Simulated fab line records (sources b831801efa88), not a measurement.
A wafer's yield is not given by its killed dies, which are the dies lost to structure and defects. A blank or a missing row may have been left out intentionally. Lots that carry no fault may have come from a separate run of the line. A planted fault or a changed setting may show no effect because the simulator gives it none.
A struck lot beside a sound one / flow sky130 / 34 out of 708 route steps
Sound: the wafers L217.2, L217.3, L217.5. Wafers L222.1, L222.3, L222.5 were the ones struck. Last of all comes the cause.
At each step with rows: each side's tool, then ch and its chambers, then its first start. Under that, the readings that differ: sound wafers / struck wafers / difference of the means / sigmas: that difference in standard deviations of wafers without a fault.
alike: readings with means less than 2 such deviations apart, plus words and numbers identical on both sides. not compared: withheld readings, readings lacking a value on some wafer, bounds such as >300 that could conceal the same value, and numbers that have no deviation in the record and whose values overlap.
A row with sigmas, a row that says differs or no value, or rows on one side alone: a step with any of these is where the two part. When numbers do not overlap yet have no deviation, they are printed without sigmas and do not part them. A reading that every wafer of one side lacks parts them only if that side has two wafers or more.

first, 5 steps without rows for these wafers: SKY_POLY_CUT_COAT_03 (resist thk 450 nm); SKY_POLY_CUT_SOFTBAKE_04 (time 90 s); SKY_POLY_CUT_EXPOSE_05 (exposes mask NPCM, target cd 270 nm); SKY_POLY_CUT_PEB_06; SKY_POLY_CUT_DEVELOP_07 (develop time 60 s).
SKY_POLY_CUT_CD_MEAS_08: target cd 270 nm.
  sound on cd sem-01 at day 24 22:32; struck on cd sem-02 at day 27 01:16
  alike: cd nm
SKY_POLY_CUT_OVL_MEAS_09:
  sound on overlay-02 at day 24 22:39; struck on overlay-01 at day 27 01:23
  alike: POLY_CUT_OVL
SKY_POLY_CUT_ETCH_10: etches BARC in N2/H2, stops on SiO2, time 45.9 s, target depth 60 nm.
  sound on rie diel-01 ch 0,1,2, day 24 22:41; struck on rie diel-03 ch 0,1, day 27 01:25
  alike: drypump motor current A, oes product au, rf fwd power W, throttle valve pct
  not compared: rf hours counter h
SKY_POLY_CUT_ETCH_11: etches Si3N4 in CF4/CH2F2/Ar, stops on poly-Si, time 42.5 s, target depth 60 nm.
  sound on rie diel-01 ch 0,1,2, day 24 22:43; struck on rie diel-03 ch 0,1, day 27 01:28
  alike: drypump motor current A, oes product au, rf fwd power W, throttle valve pct
  not compared: rf hours counter h
SKY_POLY_CUT_STRIP_12: strips in O2/N2.
  sound on plasma asher-01 ch 0,1, day 24 22:46; struck on plasma asher-03 ch 0,1, day 27 01:31
  alike: drypump motor current A, oes product au, strip time to endpoint s
  not compared: rf hours counter h
then, 2 steps without rows for these wafers: SKY_SD_P_DEHYDRATE_00 (time 60 s); SKY_SD_P_HMDS_01 (prime time 60 s).
SKY_SD_P_COAT_02: resist thk 1140 nm.
  struck on litho track-02, day 27 14:53; sound on litho track-02 ch 0, day 25 13:55
  no value came back on the struck wafers for chill plate temp C (C), dispense pressure kPa (kPa); on the sound wafers chill plate temp C (C) reads 22.88 22.92 22.97
then, 4 steps without rows for these wafers: SKY_SD_P_SOFTBAKE_03 (time 60 s); SKY_SD_P_EXPOSE_04 (exposes mask PSDM, target cd 380 nm); SKY_SD_P_PEB_05; SKY_SD_P_DEVELOP_06 (develop time 60 s).
SKY_SD_P_CD_MEAS_07: target cd 380 nm.
  sound on cd sem-02 at day 26 04:25; struck on cd sem-02 at day 28 04:51
reading=cd nm (nm); sound=377.7 377.8 377.3; struck=- - -; difference=no value on the struck wafers; sigmas=
SKY_SD_P_OVL_MEAS_08:
  sound on overlay-02 at day 26 04:32; struck on overlay-01 at day 28 04:58
reading=SD_P_OVL (nm); sound=2.6 2.3 0.7; struck=- - -; difference=no value on the struck wafers; sigmas=
following that, these wafers have no rows for 1 step: SKY_SD_P_IMPLANT_09.
SKY_SD_P_STRIP_10: strips in O2/N2.
  sound on plasma asher-03 ch 0,1, day 26 04:43; struck on plasma asher-01 ch 0, day 28 05:10
  no value came back on the struck wafers for oes product au (a.u.), strip time to endpoint s (s); on the sound wafers oes product au (a.u.) reads 0.620 0.614 0.618
  alike: drypump motor current A
  not compared: rf hours counter h
SKY_SD_P_TW_MEAS_11:
  sound on film metro-04 at day 26 04:49; struck on film metro-02 at day 28 05:16
  alike: SD_P_TW
then, 8 steps without rows for these wafers: SKY_RES_XHIGH_DEHYDRATE_00 (time 60 s); SKY_RES_XHIGH_HMDS_01 (prime time 60 s); SKY_RES_XHIGH_COAT_02 (resist thk 1140 nm); SKY_RES_XHIGH_SOFTBAKE_03 (time 60 s); SKY_RES_XHIGH_EXPOSE_04 (exposes mask URPM, target cd 1270 nm); SKY_RES_XHIGH_PEB_05; SKY_RES_XHIGH_DEVELOP_06 (develop time 60 s); SKY_RES_XHIGH_IMPLANT_07.
SKY_RES_XHIGH_STRIP_08: strips in O2/N2.
  sound on plasma asher-04 ch 0,1, day 27 09:03; struck on plasma asher-03 ch 0, day 29 08:29
reading=drypump motor current A (A); sound=6.00 5.84 6.00; struck=5.37 5.40 5.38; difference=-0.56; sigmas=-2
  alike: oes product au, strip time to endpoint s
  not compared: rf hours counter h
SKY_RES_XHIGH_TW_MEAS_09:
  sound on film metro-02 at day 27 09:10; struck on film metro-02 at day 29 08:35
reading=RES_XHIGH_TW; sound=1655 1647 1642; struck=2871 2891 2891; difference=+1236; sigmas=+88
then, 1 step without rows for these wafers: SKY_SD_N_DEHYDRATE_00 (time 60 s).
-- a jump in the record: the struck wafers' starts before and after are 18 days apart (it breaks off in module SD_N and resumes in module PAD_OPEN, where the first step shown is number 708 of the route) --
SKY_PAD_OPEN_PROBE_99:
  sound on prober-01 at day 46 02:40; struck on prober-02 at day 47 17:18
reading=killed at front end; sound=12 14 17; struck=425 427 445; difference=+418; sigmas=+95
reading=killed dies; sound=97 91 83; struck=492 492 492; difference=+402; sigmas=+41
reading=killed on rim; sound=19 17 19; struck=96 96 96; difference=+78; sigmas=+18
  alike: killed_at_M0_to_M3, killed_at_M4_up, killed at contacts, killed at other, killed open, killed short

== WHERE THEY PART ==
At SKY_SD_P_COAT_02 first; at SKY_PAD_OPEN_PROBE_99 last (within this record only).

WHY: what had been put in by the simulator
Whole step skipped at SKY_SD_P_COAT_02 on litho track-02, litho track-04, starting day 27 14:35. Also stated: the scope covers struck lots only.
